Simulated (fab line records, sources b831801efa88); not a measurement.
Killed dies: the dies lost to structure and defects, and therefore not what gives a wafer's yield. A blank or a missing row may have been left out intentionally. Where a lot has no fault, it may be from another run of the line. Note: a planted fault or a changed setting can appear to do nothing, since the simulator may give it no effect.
fab line records -- flow sky130 -- part 2 of 2: steps 31 to 31 of 31
[record] lots = 6, wafers = 18, last-day = 50
route steps=708 shown LI_CONTACT@375 LOCAL_INTERCONNECT@387 PAD_OPEN@708
lots with no fault: from the same line, run without faults
start-h: the number of hours between the record's first day and the start of the first shown wafer of the lot -- wait-h: hours elapsed since this lot's preceding step -- " unchanged from the row above -- L1.1+2: one row covering several wafers at once -- - no value present, or no start provided -- * or withheld: withheld -- < > ~ a bound
route shown NAME@n: NAME is a module with steps in the file, n the number in the route of the first one -- usual: mean/standard deviation of fault-free wafers -- same: alike in all rows -- chamber/n: place in a boat -- sites: per-site readings -- _std_site: standard deviation of those values -- _edge_site: the outer-site mean with the inner-site mean subtracted -- radius-mm: for every site, how far away it sits from the centre of the wafer -- mask NAME#n: copy n -- behind: the last tool/chamber to shape the wafer -- hold: why the lot went on hold/how many hours it stayed there/how the hold came to an end -- device: whichever transistor did not switch (one of n, p or np) -- end of line: the same wafers' tests at the end of the route -- for a step that has no rows: nothing shown but its recipe -- killed: not the wafer's yield, but the dies lost to structure and defects at the first sort -- map: dies across one wafer; x = killed, . = not, _ = none there
set.NAME: setting as actually run; set.NAME@STEP: the setting as run at that earlier step -- model.NAME: the simulator's own value behind a step, which no gauge read
lots at selected steps of the route; one table per step, one row per wafer
services: a tool's chamber out of use, with start hour (start-h, from the record's first day; less than 0 if before it), hours out, and reason
[[steps]]
[step SKY_PAD_OPEN_PROBE_99]
[usual] killed_at_M0_to_M3 = 43/6.8, killed_at_M4_up = 3.0/1.8, killed-at-contacts = 23/5.4, killed-at-front-end = 15/4.4, killed-at-other = 0.3/0.51, killed-dies = 85/9.2, killed-open = 47/6.8, killed-short = 39/6.8
[same] gross-dies = 492, killed-at-back-side = 0
lot.wafer,tool,chamber,start-h,wait-h,killed_at_M0_to_M3,killed_at_M4_up,killed-at-contacts,killed-at-front-end,killed-at-other,killed-dies,killed-open,killed-short,model.etest.res-li.line-ohm-um,model.etest.res-li.rs-ohm-sq,model.etest.mcon-chain.rc-ohm
L385.1,prober-02,-,1084.48,0.1,49,5,23,16,0,93,49,44,74.69,12.74,16.73
L385.2,prober-02,-,1084.53,0.1,52,1,11,20,0,84,49,35,74.63,12.85,17.02
L385.5,prober-02,-,1084.68,0.2,36,4,23,14,1,78,35,43,74.01,12.63,16.81
L386.3,prober-01,-,1090.42,0.2,43,2,25,17,0,87,48,39,74.21,12.61,16.5
L386.4,prober-01,-,1090.47,0.2,48,0,24,15,0,87,51,36,74.32,12.6,16.56
L386.5,prober-01,-,1090.52,0.2,31,5,22,13,1,72,49,23,74.77,12.59,16.7
L398.1,prober-01,-,1163.38,0.1,49,3,25,17,0,94,52,42,74.59,12.72,15.93
L398.2,prober-01,-,1163.43,0.1,58,3,31,12,0,104,61,43,75.28,12.91,17.28
L398.5,prober-01,-,1163.58,0.2,56,5,24,14,0,99,55,44,99.54,17.07,18.7
L400.1,prober-01,-,1166.24,0.1,57,5,20,14,0,96,45,51,98.48,16.61,18.66
L400.2,prober-01,-,1166.29,0.1,32,0,26,12,0,70,35,35,74.42,12.61,16.59
L400.4,prober-01,-,1166.39,0.2,54,9,23,23,0,109,57,52,74.17,12.65,15.83
L405.1,prober-01,-,1194.13,0.1,37,6,22,9,1,75,38,37,75.52,13.02,16.45
L405.3,prober-01,-,1194.23,0.2,34,3,17,10,1,65,49,16,75.69,12.93,16.74
L405.5,prober-01,-,1194.33,0.2,47,4,22,12,0,85,45,40,74.97,12.94,16.48
L406.2,prober-01,-,1199.59,0.1,41,2,26,10,0,79,38,41,73.49,12.71,16.34
L406.5,prober-01,-,1199.74,0.2,50,1,25,12,0,88,41,47,73.82,12.79,16.97
L406.6,prober-01,-,1199.79,0.2,58,2,30,13,0,103,49,54,73.57,12.78,16.51
// killed by level:class
L385.1 CONTACT:geometric-particle:open=11 VIA2:geometric-particle:open=10 VIA1:geometric-particle:open=9 METAL2:geometric-particle:short=7 CONTACT:geometric-particle:short=6 VIA2:geometric-particle:short=6 FIELD_ISO:geometric-particle:open=5 METAL4:geometric-particle:short=5
L385.2 VIA3:geometric-particle:open=12 VIA2:geometric-particle:open=10 VIA1:geometric-particle:open=7 FIELD_ISO:geometric-particle:open=5 POLY_GATE:geometric-particle:short=5 POLY_GATE:geometric-particle:open=5 METAL1:geometric-particle:short=5 VIA1:geometric-particle:short=4
L385.5 CONTACT:geometric-particle:open=8 LI_CONTACT:geometric-particle:open=7 METAL1:geometric-particle:short=7 VIA1:geometric-particle:open=7 FIELD_ISO:geometric-particle:short=6 VIA1:geometric-particle:short=6 VIA3:geometric-particle:open=5 METAL4:geometric-particle:short=4
L386.3 VIA1:geometric-particle:open=15 LI_CONTACT:geometric-particle:open=10 CONTACT:geometric-particle:open=6 VIA3:geometric-particle:open=6 FIELD_ISO:geometric-particle:open=5 VIA1:geometric-particle:short=5 VIA2:geometric-particle:short=5 LI_CONTACT:geometric-particle:short=4
L386.4 VIA1:geometric-particle:open=10 LI_CONTACT:geometric-particle:open=7 CONTACT:geometric-particle:open=7 POLY_GATE:geometric-particle:open=6 VIA3:geometric-particle:open=6 CONTACT:geometric-particle:short=6 VIA1:geometric-particle:short=6 VIA2:geometric-particle:short=5
L386.5 VIA1:geometric-particle:open=13 CONTACT:geometric-particle:open=12 LI_CONTACT:geometric-particle:open=5 VIA3:geometric-particle:open=5 FIELD_ISO:geometric-particle:open=4 METAL2:geometric-particle:short=4 METAL3:geometric-particle:short=4 POLY_GATE:geometric-particle:open=3
L398.1 VIA1:geometric-particle:open=11 VIA2:geometric-particle:open=10 LI_CONTACT:geometric-particle:open=8 CONTACT:geometric-particle:open=8 VIA3:geometric-particle:open=8 FIELD_ISO:geometric-particle:short=7 METAL1:geometric-particle:short=6 VIA1:geometric-particle:short=6
L398.2 VIA1:geometric-particle:open=15 CONTACT:geometric-particle:open=11 LI_CONTACT:geometric-particle:open=10 METAL2:geometric-particle:short=9 VIA1:geometric-particle:short=8 VIA2:geometric-particle:open=8 VIA3:geometric-particle:open=7 CONTACT:geometric-particle:short=5
L398.5 VIA1:geometric-particle:open=15 VIA3:geometric-particle:open=10 LI_CONTACT:geometric-particle:open=9 METAL1:geometric-particle:short=8 VIA1:geometric-particle:short=8 CONTACT:geometric-particle:short=6 CONTACT:geometric-particle:open=6 VIA2:geometric-particle:open=5
L400.1 METAL3:geometric-particle:short=11 VIA1:geometric-particle:open=10 METAL2:geometric-particle:short=8 VIA2:geometric-particle:open=7 CONTACT:geometric-particle:open=6 FIELD_ISO:geometric-particle:open=5 LI_CONTACT:geometric-particle:open=5 VIA3:geometric-particle:open=5
L400.2 CONTACT:geometric-particle:open=11 VIA2:geometric-particle:open=6 LOCAL_INTERCONNECT:geometric-particle:short=5 VIA1:geometric-particle:short=5 FIELD_ISO:geometric-particle:short=4 METAL2:geometric-particle:short=4 CONTACT:geometric-particle:short=4 VIA1:geometric-particle:open=4
L400.4 CONTACT:geometric-particle:open=10 VIA1:geometric-particle:open=10 METAL1:geometric-particle:short=9 METAL2:geometric-particle:short=7 FIELD_ISO:geometric-particle:short=6 METAL1:geometric-particle:open=6 POLY_GATE:geometric-particle:short=5 LI_CONTACT:geometric-particle:open=5
L405.1 CONTACT:geometric-particle:open=9 VIA1:geometric-particle:short=8 METAL1:geometric-particle:short=7 VIA1:geometric-particle:open=7 LI_CONTACT:geometric-particle:open=6 METAL4:geometric-particle:short=5 VIA3:geometric-particle:open=5 POLY_GATE:geometric-particle:open=4
L405.3 VIA1:geometric-particle:open=17 LI_CONTACT:geometric-particle:open=7 CONTACT:geometric-particle:open=4 METAL2:geometric-particle:open=4 FIELD_ISO:geometric-particle:open=3 VIA2:geometric-particle:open=3 VIA3:geometric-particle:open=3 FIELD_ISO:geometric-particle:short=2
L405.5 VIA1:geometric-particle:open=13 CONTACT:geometric-particle:open=10 METAL1:geometric-particle:short=8 LI_CONTACT:geometric-particle:open=7 VIA1:geometric-particle:short=6 VIA3:geometric-particle:short=6 METAL3:geometric-particle:short=4 FIELD_ISO:geometric-particle:open=3
L406.2 METAL2:geometric-particle:short=10 CONTACT:geometric-particle:open=8 VIA1:geometric-particle:open=6 VIA3:geometric-particle:open=6 LOCAL_INTERCONNECT:geometric-particle:short=5 LI_CONTACT:geometric-particle:open=5 VIA2:geometric-particle:short=4 FIELD_ISO:geometric-particle:short=3
L406.5 LI_CONTACT:geometric-particle:open=8 METAL1:geometric-particle:short=8 CONTACT:geometric-particle:open=6 METAL3:geometric-particle:short=6 VIA2:geometric-particle:open=6 VIA3:geometric-particle:open=6 VIA1:geometric-particle:open=5 FIELD_ISO:geometric-particle:short=4
L406.6 VIA2:geometric-particle:open=12 METAL2:geometric-particle:short=11 LI_CONTACT:geometric-particle:open=9 CONTACT:geometric-particle:open=8 POLY_GATE:geometric-particle:short=7 METAL1:geometric-particle:short=7 VIA1:geometric-particle:open=7 CONTACT:geometric-particle:short=6
[[services]]
tool,chamber,start-h,hours,kind
rie-diel-04,-,683.24,2.8,pm
rie-diel-03,3,688.97,2.4,repair
pvd-sputter-04,-,699.90,0.9,repair
plasma-asher-04,-,706.14,14.7,repair
pvd-sputter-01,-,709.45,0.7,repair
pvd-sputter-01,-,716.01,4.8,repair
pvd-sputter-04,-,718.99,1.7,repair
pvd-sputter-04,-,719.05,5.3,repair
rie-metal-04,1,733.09,10.6,repair
plasma-asher-04,-,733.75,9.0,pm
pvd-sputter-03,-,734.57,1.5,repair
plasma-asher-04,-,769.88,4.3,repair
pvd-sputter-01,-,771.96,0.9,repair
rie-diel-03,3,772.54,88.9,repair
pvd-sputter-04,-,791.48,1.2,repair
rie-metal-04,1,797.40,19.0,repair
rie-diel-03,-,799.09,0.5,repair
rie-metal-02,-,800.29,2.8,pm
rie-diel-03,0,802.10,3.3,repair
pvd-sputter-01,-,822.87,1.8,repair
rie-metal-04,1,845.53,5.7,repair
plasma-asher-01,-,850.02,6.0,repair
plasma-asher-03,-,856.88,14.6,pm
rie-metal-04,-,857.83,14.6,pm
[[key]]
[first-sign] step = SKY_LOCAL_INTERCONNECT_RS_MEAS_01, reading = LOCAL_INTERCONNECT_TIN_RS, direction = up, sigmas = 33, usual = 14.08, struck = 18.74
[effect] step = SKY_LOCAL_INTERCONNECT_THK_MEAS_02, reading = LOCAL_INTERCONNECT_TIN_THK, direction = down, sigmas = 22, usual = 101.6, struck = 77.5
[effect] step = SKY_LOCAL_INTERCONNECT_METAL_ETCH_14, reading = oes-product-au, direction = down, sigmas = 19, usual = 0.944, struck = 0.809
[model-effect] step = SKY_LOCAL_INTERCONNECT_SPUTTER_00, value = TiN_of_LOCAL_INTERCONNECT_SPUTTER_00.thk-nm, without = 101.1, struck = 76.6
[model-effect] step = SKY_LOCAL_INTERCONNECT_STRIP_16, value = TiN_of_LOCAL_INTERCONNECT_SPUTTER_00.thk-nm, without = 100.7, struck = 76.18
[model-effect] step = SKY_PAD_OPEN_PROBE_99, value = etest.res-li.line-ohm-um, without = 74.91, struck = 99.01
met-at SKY_LOCAL_INTERCONNECT_SPUTTER_00
struck-wafers L398.5,L400.1
tester-left-out L398,L400
onset-between 693.64 797.40
[fault] kind = process-parameter-drift, tool = pvd-sputter-01, chamber = -, onset-h = 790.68, steps = SKY_LOCAL_INTERCONNECT_SPUTTER_00, channel = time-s, offset = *, shape = step, end-h = 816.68, acts-in = *, stated = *, scope = struck-wafers-only
// tester-left-out: of these lots the tester's yield and bins aren't shown, on N5 and GAA mostly nor the transistor test; their killed dies are dies lost to structure and defects alone, not to doping, threshold or leakage, so they don't give the yield
